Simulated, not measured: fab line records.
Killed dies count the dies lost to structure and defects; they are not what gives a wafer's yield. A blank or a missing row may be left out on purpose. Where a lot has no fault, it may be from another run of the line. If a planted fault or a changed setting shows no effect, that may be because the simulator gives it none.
Split-lot experiment | flow sky130 | route with 708 steps; 5 lots, 23 wafers read

== THE SPLIT ==
At SKY_LOCAL_INTERCONNECT_COAT_06 (resist thk 450 nm), the setting resist thk nm was moved away from the recipe's 450 nm on 11 of the 23 wafers read, by -5.5% to -5.0%. All remaining wafers had this setting at the recipe value.

== FROM THE SPLIT TO THE READING: what the file shows between them, 5 steps ==
- SKY_LOCAL_INTERCONNECT_SOFTBAKE_07: time 90 s (also split here: temp c)
- SKY_LOCAL_INTERCONNECT_EXPOSE_08: exposes mask LI1M, target cd 170 nm
- SKY_LOCAL_INTERCONNECT_PEB_09
- SKY_LOCAL_INTERCONNECT_ETCH_13: etches BARC in N2/H2, stops on SiO2, time 45.9 s, target depth 60 nm
- SKY_LOCAL_INTERCONNECT_METAL_ETCH_14: etches TiN in Cl2/BCl3, stops on PSG, target depth 110 nm, time 31.4 s

== THE READING ==
oes product au, in a.u., at SKY_LOCAL_INTERCONNECT_STRIP_15 (strips in O2/N2). Typical for fault-free wafers on this fab line: 0.427 a.u., with standard deviation 0.0044 a.u.

wafer  | tool, chamber at the split | resist thk nm as run, nm | against the recipe | oes product au, a.u. | against lot-mates on the recipe
L074.1 | litho track-01, 0          | 450                      | recipe             | 0.428                | -
L074.4 | litho track-01, 0          | 450                      | recipe             | 0.428                | -
L074.5 | litho track-01, 0          | 450                      | recipe             | 0.431                | -
L078.1 | litho track-03, 0          | 427.7                    | -5.0%              | 0.413                | -0.012
L078.2 | litho track-03, 0          | 427.7                    | -5.0%              | 0.418                | -0.007
L078.3 | litho track-03, 0          | 450                      | recipe             | 0.423                | -
L078.4 | litho track-03, 0          | 450                      | recipe             | 0.423                | -
L078.5 | litho track-03, 0          | 450                      | recipe             | 0.428                | -
L075.1 | litho track-04, 0          | 450                      | recipe             | 0.429                | -
L075.2 | litho track-04, 0          | 450                      | recipe             | 0.430                | -
L075.3 | litho track-04, 0          | 427                      | -5.1%              | 0.417                | -0.013
L075.4 | litho track-04, 0          | 427                      | -5.1%              | 0.424                | -0.006
L075.5 | litho track-04, 0          | 427                      | -5.1%              | 0.422                | -0.008
L080.1 | litho track-04, 0          | 450                      | recipe             | 0.424                | -
L080.2 | litho track-04, 0          | 425.3                    | -5.5%              | 0.419                | -0.005
L080.3 | litho track-04, 0          | 450                      | recipe             | 0.424                | -
L080.5 | litho track-04, 0          | 425.3                    | -5.5%              | 0.418                | -0.006
L080.6 | litho track-04, 0          | 425.3                    | -5.5%              | 0.414                | -0.010
L084.1 | litho track-01, 0          | 450                      | recipe             | 0.431                | -
L084.3 | litho track-01, 0          | 427.7                    | -5.0%              | 0.415                | -0.018
L084.4 | litho track-01, 0          | 450                      | recipe             | 0.435                | -
L084.5 | litho track-01, 0          | 427.7                    | -5.0%              | 0.418                | -0.015
L084.6 | litho track-01, 0          | 427.7                    | -5.0%              | 0.413                | -0.020

FIT RESULTS
A straight line over all 23 wafers: oes product au changes by +0.00202 a.u. for each +1% of resist thk nm; r = +0.83; the points scatter about the line by 0.0037 a.u.
The same after taking each lot's own level away (the mean of its wafers on the recipe; 23 wafers): +0.00203 a.u. for each +1%; r = +0.81; scatter 0.004 a.u.
Per that fit: largest resist thk nm move, reading shift of 0.011 a.u.
The span of the lots' own levels, 0.4240 to 0.4330 a.u., comes to 2.0 times the standard deviation stated above.
Hence the lot-to-lot level has little effect on the slope; both slopes agree.
Check: -0.012 a.u. against its lot-mates is what the line predicts for one of the wafers moved furthest among these (-5.5%) when that wafer is left out of the fit. It came out at -0.005 a.u. against them.

== THE OTHER SPLITS THESE WAFERS WENT THROUGH ==
Note: prior to the reading, these wafers also went through further splits. Each is held against what the fit with the lots' levels taken away leaves over:
other split on the same wafers            | wafers away from the commonest value | r with oes product au (lot level and that fit taken away)
SKY_SD_P_EXPOSE_04 dose mj                | 9                                    | -0.23
SKY_SD_P_IMPLANT_09 dose cm2              | 7                                    | +0.20
SKY_LI_CONTACT_CMP_02 leave above ref nm  | 6                                    | +0.03
SKY_LI_CONTACT_COAT_07 spin rpm           | 9                                    | -0.14
SKY_LOCAL_INTERCONNECT_SOFTBAKE_07 temp c | 10                                   | -0.53

== THE WHOLE CHAIN: every reading that the file lists as answering this split, in the file's order ==
step                                 | what it does                                                           | reading                                                                                         | change (the file's fit)                   | r (the file's)
SKY_LOCAL_INTERCONNECT_COAT_06       | resist thk 450 nm                                                      | KrF-thick_of_LOCAL_INTERCONNECT_COAT_06.thk nm (the simulator's own value, which no gauge read) | +4.47 nm for each +1% of the setting      | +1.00
SKY_LOCAL_INTERCONNECT_ETCH_13       | etches BARC in N2/H2, stops on SiO2, time 45.9 s, target depth 60 nm   | KrF-thick_of_LOCAL_INTERCONNECT_COAT_06.thk nm (the simulator's own value, which no gauge read) | +4.58 nm for each +1% of the setting      | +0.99
SKY_LOCAL_INTERCONNECT_METAL_ETCH_14 | etches TiN in Cl2/BCl3, stops on PSG, target depth 110 nm, time 31.4 s | KrF-thick_of_LOCAL_INTERCONNECT_COAT_06.thk nm (the simulator's own value, which no gauge read) | +4.66 nm for each +1% of the setting      | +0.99
SKY_LOCAL_INTERCONNECT_STRIP_15      | strips in O2/N2                                                        | oes product au                                                                                  | +0.00201 a.u. for each +1% of the setting | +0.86
SKY_LOCAL_INTERCONNECT_STRIP_15      | strips in O2/N2                                                        | strip time to endpoint s                                                                        | withheld for each +1% of the setting      | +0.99

== FILE'S OWN FIT ==
oes product au changes by +0.00201 a.u. for each +1% of resist thk nm, r = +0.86.
